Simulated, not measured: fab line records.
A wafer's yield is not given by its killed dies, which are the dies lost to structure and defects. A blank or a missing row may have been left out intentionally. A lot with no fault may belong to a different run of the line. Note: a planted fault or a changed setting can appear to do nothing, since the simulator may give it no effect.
Which of the tools did it? | flow gf180mcu | 7 lots with 21 wafers sampled at 4 steps, on a route of 602 steps

WHAT THE GAUGES READ, wafer by wafer
GF_V3_THK_MEAS_01.
lot  | measured     | on           | V3_CVD_00_THK (nm)
L614 | day 22 08:04 | filmMetro-03 | 597 617 603
L616 | day 23 06:53 | filmMetro-04 | 611 629 598
L618 | day 23 21:18 | filmMetro-03 | 603 610 614
L622 | day 25 08:20 | filmMetro-03 | 599 605 606
L624 | day 25 23:52 | filmMetro-03 | 609 608 610
L631 | day 28 16:46 | filmMetro-03 | 603 609 611
L633 | day 29 00:22 | filmMetro-04 | 608 612 606

TOOL THAT RAN EACH LOT (tool first, then ch and the chambers of the sampled wafers, then the start)
lot  | GF_HV_LDD_IMPLANT_35            | GF_CONTACT_STRIP_18                 | GF_V2_SPUTTER_21
L614 | implanter-01 ch 0, day 12 09:54 | plasmaAsher-03 ch 0,1, day 16 23:37 | pvdSputter-01, day 21 06:37
L616 | implanter-01 ch 0, day 13 04:33 | plasmaAsher-01 ch 0,1, day 17 22:43 | pvdSputter-01, day 22 05:28
L618 | implanter-04 ch 0, day 13 15:58 | plasmaAsher-01 ch 0,1, day 18 16:31 | pvdSputter-03, day 22 21:44
L622 | implanter-01 ch 0, day 15 01:37 | plasmaAsher-03 ch 0,1, day 20 03:22 | pvdSputter-02, day 24 08:59
L624 | implanter-04 ch 0, day 15 18:43 | plasmaAsher-02 ch 0,1, day 20 21:43 | pvdSputter-02, day 24 23:22
L631 | implanter-03 ch 0, day 18 05:33 | plasmaAsher-01 ch 0,1, day 23 09:10 | pvdSputter-03, day 27 10:50
L633 | implanter-03 ch 0, day 18 17:56 | plasmaAsher-02 ch 0,1, day 23 23:04 | pvdSputter-01, day 28 12:47
- GF_HV_LDD_IMPLANT_35
- GF_CONTACT_STRIP_18: strips in O2/N2.
- GF_V2_SPUTTER_21: material Ti, target thk 15 nm, time 80.02 s.

THE ANSWER, worked out from the rows above alone
Rule: the lots themselves supply what counts as usual. Put in order of their means at a reading, lots are off if they are a third of the lots or fewer, leave a main group of 4 or more, and stand apart from it by a gap of 3 or more times the standard deviation of the main group's means; of several such gaps the widest counts. The tables above print the reading to a certain number of digits; a main group whose means all agree to those digits is not used. Also off: a lot with no number at a reading for which 4 or more lots have one. The other lots that the step has rows for count as sound.
Nothing can be told from this: no lot is off at any reading shown.

WHAT WAS PUT IN BY THE SIMULATOR
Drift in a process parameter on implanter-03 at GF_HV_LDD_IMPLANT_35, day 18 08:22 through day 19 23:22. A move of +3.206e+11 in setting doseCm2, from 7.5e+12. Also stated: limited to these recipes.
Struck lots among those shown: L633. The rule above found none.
